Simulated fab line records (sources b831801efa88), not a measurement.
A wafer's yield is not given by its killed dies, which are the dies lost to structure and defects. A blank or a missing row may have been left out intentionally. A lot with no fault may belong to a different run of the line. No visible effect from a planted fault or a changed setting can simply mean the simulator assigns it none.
A struck lot beside a sound one | flow sky130 | 43 out of 708 route steps
Sound: wafers L383.1, L383.2, L383.4. The struck wafers were L386.4, L386.5, L386.6. The cause comes at the end.
Order at every step that has rows: each side's tool, ch and its chambers, its first start. Under that, the readings that differ: sound wafers | struck wafers | difference of the means | sigmas: that difference in standard deviations of wafers without a fault.
alike: words and numbers the same on both sides, and readings whose means are apart by under 2 such deviations; not compared: readings that were withheld, readings missing a value for some wafer, numbers with overlapping values and no deviation given by the record, and bounds like >300 which may hide the same value.
The two part at a step that has a row with sigmas, a row that says differs or no value, or rows on one side only. When numbers do not overlap yet have no deviation, they are printed without sigmas and do not part them. A reading that every wafer of one side lacks parts them only if that side has two wafers or more.

first, 5 steps without rows for these wafers: SKY_SONOS_ONO_COAT_08 (resist thk 1140 nm); SKY_SONOS_ONO_SOFTBAKE_09 (time 60 s); SKY_SONOS_ONO_EXPOSE_10 (exposes mask ONOM, target cd 410 nm); SKY_SONOS_ONO_PEB_11; SKY_SONOS_ONO_DEVELOP_12 (develop time 60 s).
SKY_SONOS_ONO_CD_MEAS_13 targets a cd of 410 nm.
  sound on cd_sem-01 at day 14 18:07; struck on cd_sem-01 at day 15 08:37
  alike: cd_nm
SKY_SONOS_ONO_OVL_MEAS_14:
  sound on overlay-01 at day 14 18:14; struck on overlay-01 at day 15 08:42
  alike: SONOS_ONO_OVL
SKY_SONOS_ONO_ETCH_15: etches the open film in CHF3/O2, target depth 19.52 nm, time 7.8 s.
  sound on rie_diel-04 ch 0,2,3, day 14 18:16; struck on rie_diel-02 ch 0,1,2, day 15 08:43
  alike: bias_w, drypump_motor_current_A, oes_product_au, throttle_valve_pct
  not compared: rf_hours_counter_h
then, 1 step without rows for these wafers: SKY_SONOS_ONO_WET_ETCH_16 (etches SiO2 in dHF, target depth 14 nm, time 280 s).
SKY_SONOS_ONO_STRIP_17: strips in O2/N2.
  sound on plasma_asher-01 ch 0,1, day 14 18:23; struck on plasma_asher-04 ch 0,1, day 15 08:52
  alike: drypump_motor_current_A, oes_product_au, strip_time_to_endpoint_s
  not compared: rf_hours_counter_h
then, 2 steps without rows for these wafers: SKY_SONOS_ONO_WET_ETCH_18 (etches Si3N4 in H3PO4, target depth 15 nm, time 172 s); SKY_GATE_OXIDE_CLEAN_00 (cleans in SC1/SC2, time 150 s).
SKY_GATE_OXIDE_OXIDATION_01: stabilise 600 s, purge 300 s, target thk 10.268 nm.
  sound on furnace-01 ch 0, day 14 19:12; struck on furnace-01 ch 0, day 15 09:29
  alike: tube_center_temp_C_max, zone_power_centre_pct
SKY_GATE_OXIDE_THK_MEAS_02:
  sound on film_metro-04 at day 14 20:37; struck on film_metro-02 at day 15 10:56
  alike: GATE_OXIDE_OXIDATION_00_THK
then, 7 steps without rows for these wafers: SKY_GATE_OXIDE_DEHYDRATE_03 (time 60 s); SKY_GATE_OXIDE_HMDS_04 (prime time 60 s); SKY_GATE_OXIDE_COAT_05 (resist thk 1140 nm); SKY_GATE_OXIDE_SOFTBAKE_06 (time 60 s); SKY_GATE_OXIDE_EXPOSE_07 (exposes mask LVOM, target cd 600 nm); SKY_GATE_OXIDE_PEB_08; SKY_GATE_OXIDE_DEVELOP_09 (develop time 60 s).
SKY_GATE_OXIDE_OVL_MEAS_10:
  sound on overlay-01 at day 15 23:39; struck on overlay-01 at day 16 14:28
  alike: GATE_OXIDE_OVL
then, 2 steps without rows for these wafers: SKY_GATE_OXIDE_IMPLANT_11; SKY_GATE_OXIDE_WET_ETCH_12 (etches SiO2 in dHF, target depth 16.8 nm, time 336 s).
SKY_GATE_OXIDE_STRIP_13: strips in O2/N2.
  sound on plasma_asher-03 ch 0,1, day 15 23:56; struck on plasma_asher-04 ch 0,1, day 16 14:47
  alike: drypump_motor_current_A, oes_product_au, strip_time_to_endpoint_s
  not compared: rf_hours_counter_h
SKY_GATE_OXIDE_TW_MEAS_14:
  sound on film_metro-02 at day 16 00:02; struck on film_metro-04 at day 16 14:53
  alike: GATE_OXIDE_TW
then, 3 steps without rows for these wafers: SKY_GATE_OXIDE_CLEAN_15 (cleans in SC1/SC2, time 150 s); SKY_GATE_OXIDE_OXIDATION_16 (stabilise 600 s, purge 300 s, target thk 3.57 nm); SKY_POLY_GATE_CVD_00 (deposits poly-Si, target thk 180 nm, time 720 s).
SKY_POLY_GATE_THK_MEAS_01:
  sound on film_metro-03 at day 16 03:42; struck on film_metro-01 at day 16 19:11
  alike: POLY_GATE_CVD_00_THK
then, 8 steps without rows for these wafers: SKY_RES_PROTECT_DEHYDRATE_00 (time 60 s); SKY_RES_PROTECT_HMDS_01 (prime time 60 s); SKY_RES_PROTECT_COAT_02 (resist thk 1140 nm); SKY_RES_PROTECT_SOFTBAKE_03 (time 60 s); SKY_RES_PROTECT_EXPOSE_04 (exposes mask RPM, target cd 1270 nm); SKY_RES_PROTECT_PEB_05; SKY_RES_PROTECT_DEVELOP_06 (develop time 60 s); SKY_POLY_GATE_IMPLANT_02.
SKY_RES_PROTECT_STRIP_07: strips in O2/N2.
  sound on plasma_asher-03 ch 0,1, day 17 07:13; struck on plasma_asher-03 ch 0,1, day 17 22:44
  alike: drypump_motor_current_A, oes_product_au, strip_time_to_endpoint_s
  not compared: rf_hours_counter_h
SKY_RES_PROTECT_TW_MEAS_08:
  sound on film_metro-02 at day 17 07:19; struck on film_metro-01 at day 17 22:50
  alike: POLY_GATE_TW
then, 2 steps without rows for these wafers: SKY_RES_PROTECT_CLEAN_09 (cleans in SC1/SC2, time 150 s); SKY_POLY_GATE_CVD_03 (deposits Si3N4 from DCS/NH3, target thk 75 nm, time 1290 s).
-- a jump in the record: the struck wafers' starts before and after are 30 days apart (it breaks off in module POLY_GATE and resumes in module PAD_OPEN, where the first step shown is number 708 of the route) --
SKY_PAD_OPEN_PROBE_99:
  sound on prober-02 at day 47 06:35; struck on prober-02 at day 47 14:44
  reading                                           | sound                | struck               | difference | sigmas
  model.etest.cap_thick_oxide.gate_bv_v (V)         | 16.11 16.2 16.2      | 13.96 13.62 13.59    | -2.45      |
  model.etest.diode_nwell_sub.leak_log10_a_cm2      | -7.332 -7.361 -7.455 | -6.237 -6.603 -6.286 | +1.007     |
  model.etest.diode_dnwell_sub.leak_log10_a_cm2     | -7.554 -7.059 -7.622 | -6.38 -6.739 -6.553  | +0.85      |
  model.etest.diode_pwell_dnwell.leak_log10_a_cm2   | -7.701 -7.67 -7.4    | -6.77 -6.901 -6.806  | +0.76      |
  model.etest.diode_ndiff_pwell_hv.leak_log10_a_cm2 | -6.593 -6.645 -6.699 | -6.178 -5.986 -6.184 | +0.530     |
  model.etest.diode_ndiff_pwell.leak_log10_a_cm2    | -7.321 -7.325 -7.361 | -6.929 -6.838 -6.891 | +0.450     |
  alike: killed_at_M0_to_M3, killed_at_M4_up, killed_at_contacts, killed_at_front_end, killed_at_other, killed_dies, killed_open, killed_short
  not compared: model.etest.diode_pdiff_nwell_hv.leak_log10_a_cm2, model.etest.diode_pdiff_nwell.leak_log10_a_cm2

WHERE THEY PART
Nowhere in this record.

WHY: whatever the simulator had introduced
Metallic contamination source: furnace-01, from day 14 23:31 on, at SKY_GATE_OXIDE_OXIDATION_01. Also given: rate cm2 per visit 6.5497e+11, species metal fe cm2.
